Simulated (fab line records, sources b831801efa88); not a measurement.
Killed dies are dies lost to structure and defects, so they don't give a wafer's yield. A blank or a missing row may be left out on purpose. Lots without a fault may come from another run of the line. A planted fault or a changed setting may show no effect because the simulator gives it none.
Which tool did it? | flow sky130 | 15 lots, 45 wafers sampled, at 2 steps of a route of 708

WHAT THE GAUGES READ, wafer by wafer
The record holds no reading of a measuring or inspecting step that can be judged against a usual standard deviation.

WHICH TOOL RAN EACH LOT (tool, then ch and the chambers of the sampled wafers, then the start)
lot  | SKY_LDD_LDN_STRIP_12                 | SKY_PAD_OPEN_PROBE_99
L408 | plasma_asher-03 ch 0,1, day 22 06:10 | prober-01, day 44 21:59
L409 | plasma_asher-03 ch 0,1, day 22 15:29 | prober-02, day 45 08:13
L410 | plasma_asher-04 ch 0,1, day 23 07:32 | prober-01, day 45 17:05
L411 | plasma_asher-04 ch 0,1, day 23 15:26 | prober-02, day 45 20:10
L413 | plasma_asher-03 ch 0,1, day 24 07:28 | prober-02, day 46 08:19
L414 | plasma_asher-04 ch 0,1, day 24 22:16 | prober-01, day 46 17:23
L415 | plasma_asher-04 ch 0,1, day 25 03:40 | prober-02, day 46 23:00
L420 | plasma_asher-04 ch 0,1, day 27 12:43 | prober-01, day 48 11:46
L423 | plasma_asher-04 ch 0,1, day 28 09:32 | prober-02, day 49 04:34
L424 | plasma_asher-04 ch 0,1, day 28 20:31 | prober-01, day 49 06:42
L427 | plasma_asher-03 ch 0,1, day 29 12:50 | prober-02, day 49 22:19
L428 | plasma_asher-01 ch 0,1, day 29 22:47 | prober-01, day 50 01:20
L429 | plasma_asher-03 ch 0,1, day 30 11:02 | prober-02, day 50 10:32
L430 | plasma_asher-04 ch 0,1, day 30 11:08 | prober-01, day 50 11:43
L431 | plasma_asher-03 ch 0,1, day 30 14:29 | prober-02, day 50 12:38
- SKY_LDD_LDN_STRIP_12: strips in O2/N2.
- SKY_PAD_OPEN_PROBE_99

WHAT THE TOOLS THEMSELVES READ (means of the sampled wafers that have a number; where no wafer has one, the mark that the record gives instead)
SKY_LDD_LDN_STRIP_12. Usual: chamber_pressure_mTorr 1500.1 mTorr, standard deviation 1.4; drypump_motor_current_A 6.2 A, standard deviation 0.53; oes_product_au 0.715 a.u., standard deviation 0.0049; strip_time_to_endpoint_s 14.17 s, standard deviation 0.043.
lot  | tool            | chamber_pressure_mTorr (mTorr) | drypump_motor_current_A (A) | oes_product_au (a.u.) | strip_time_to_endpoint_s (s) | flag
L408 | plasma_asher-03 | 1499.8                         | 6.7                         | 0.718                 | 14.14                        |
L409 | plasma_asher-03 | 1500.5                         | 6.8                         | 0.715                 | 14.14                        |
L410 | plasma_asher-04 | 1501.1                         | 5.7                         | 0.715                 | 14.15                        |
L411 | plasma_asher-04 | 1500.1                         | 5.9                         | 0.714                 | 14.19                        |
L413 | plasma_asher-03 | -                              | -                           | -                     | -                            | OFF
L414 | plasma_asher-04 | -                              | -                           | -                     | -                            | OFF
L415 | plasma_asher-04 | -                              | -                           | -                     | -                            | OFF
L420 | plasma_asher-04 | 1500.7                         | 5.9                         | 0.715                 | 14.13                        |
L423 | plasma_asher-04 | 1500.4                         | 5.9                         | 0.715                 | 14.20                        |
L424 | plasma_asher-04 | 1501.6                         | 5.9                         | 0.721                 | 14.10                        |
L427 | plasma_asher-03 | 1500.8                         | 6.7                         | 0.712                 | 14.19                        |
L428 | plasma_asher-01 | 1500.1                         | 5.8                         | 0.718                 | 14.23                        |
L429 | plasma_asher-03 | 1498.4                         | 6.7                         | 0.718                 | 14.16                        |
L430 | plasma_asher-04 | 1500.6                         | 5.7                         | 0.717                 | 14.19                        |
L431 | plasma_asher-03 | 1500.9                         | 6.7                         | 0.719                 | 14.21                        |

SKY_PAD_OPEN_PROBE_99. Usual: killed_at_M0_to_M3 44, standard deviation 7.2; killed_at_M4_up 3.1, standard deviation 1.8; killed_at_contacts 24, standard deviation 4.5; killed_at_front_end 16, standard deviation 4.4; killed_at_other 0.2, standard deviation 0.42; killed_dies 87, standard deviation 8.9; killed_on_rim 17, standard deviation 4.1; killed_open 48, standard deviation 6.4; killed_short 39, standard deviation 6.2.
lot  | tool      | killed_at_M0_to_M3 | killed_at_M4_up | killed_at_contacts | killed_at_front_end | killed_at_other | killed_dies | killed_on_rim | killed_open | killed_short | flag
L408 | prober-01 | 47                 | 3.0             | 23                 | 19                  | 0.3             | 92          | 18            | 52          | 40           |
L409 | prober-02 | 45                 | 4.3             | 25                 | 16                  | 0.3             | 91          | 20            | 47          | 44           |
L410 | prober-01 | 58                 | 3.0             | 23                 | 12                  | 0.3             | 96          | 22            | 57          | 39           |
L411 | prober-02 | 37                 | 1.7             | 24                 | 22                  | 1.0             | 85          | 17            | 47          | 38           |
L413 | prober-02 | 44                 | 5.3             | 19                 | 424                 | 0.0             | 492         | 96            | 46          | 32           | OFF
L414 | prober-01 | 41                 | 2.0             | 24                 | 425                 | 0.7             | 492         | 96            | 46          | 46           | OFF
L415 | prober-02 | 42                 | 1.7             | 26                 | 423                 | 0.0             | 492         | 96            | 49          | 39           | OFF
L420 | prober-01 | 35                 | 4.0             | 25                 | 17                  | 0.0             | 81          | 14            | 40          | 41           |
L423 | prober-02 | 42                 | 2.0             | 22                 | 12                  | 0.3             | 78          | 12            | 40          | 38           |
L424 | prober-01 | 46                 | 2.7             | 26                 | 16                  | 0.0             | 91          | 15            | 53          | 38           |
L427 | prober-02 | 48                 | 1.7             | 19                 | 14                  | 0.7             | 84          | 21            | 50          | 34           |
L428 | prober-01 | 40                 | 3.0             | 29                 | 22                  | 0.3             | 93          | 18            | 53          | 41           |
L429 | prober-02 | 41                 | 3.7             | 24                 | 17                  | 0.3             | 86          | 17            | 49          | 37           |
L430 | prober-01 | 48                 | 2.0             | 25                 | 14                  | 0.0             | 89          | 17            | 51          | 38           |
L431 | prober-02 | 42                 | 3.7             | 23                 | 16                  | 0.0             | 84          | 17            | 50          | 34           |

THE ANSWER, worked out from the rows above alone
Rule: a lot is off if the mean of its wafers that have a number lies more than 3 standard deviations from the usual mean. A lot without any number at a reading at which 4 lots or more have one is off too. The other lots that the step has rows for count as sound. The gauges are gone through in route order, then the tools' own readings, and for those a lot's mean is taken as printed above. The first step at which some lot is off is used, and at that step the reading that is off furthest; a lot without a number counts as furthest.
Off: L413, L414, L415, at SKY_LDD_LDN_STRIP_12 (chamber_pressure_mTorr). Without a number there: L413, L414, L415.
A tool fits if, at that step or a process step before it, it ran every lot that is off, and no sound lot after the first of them. None of those tried fits.

WHAT THE SIMULATOR HAD PUT IN
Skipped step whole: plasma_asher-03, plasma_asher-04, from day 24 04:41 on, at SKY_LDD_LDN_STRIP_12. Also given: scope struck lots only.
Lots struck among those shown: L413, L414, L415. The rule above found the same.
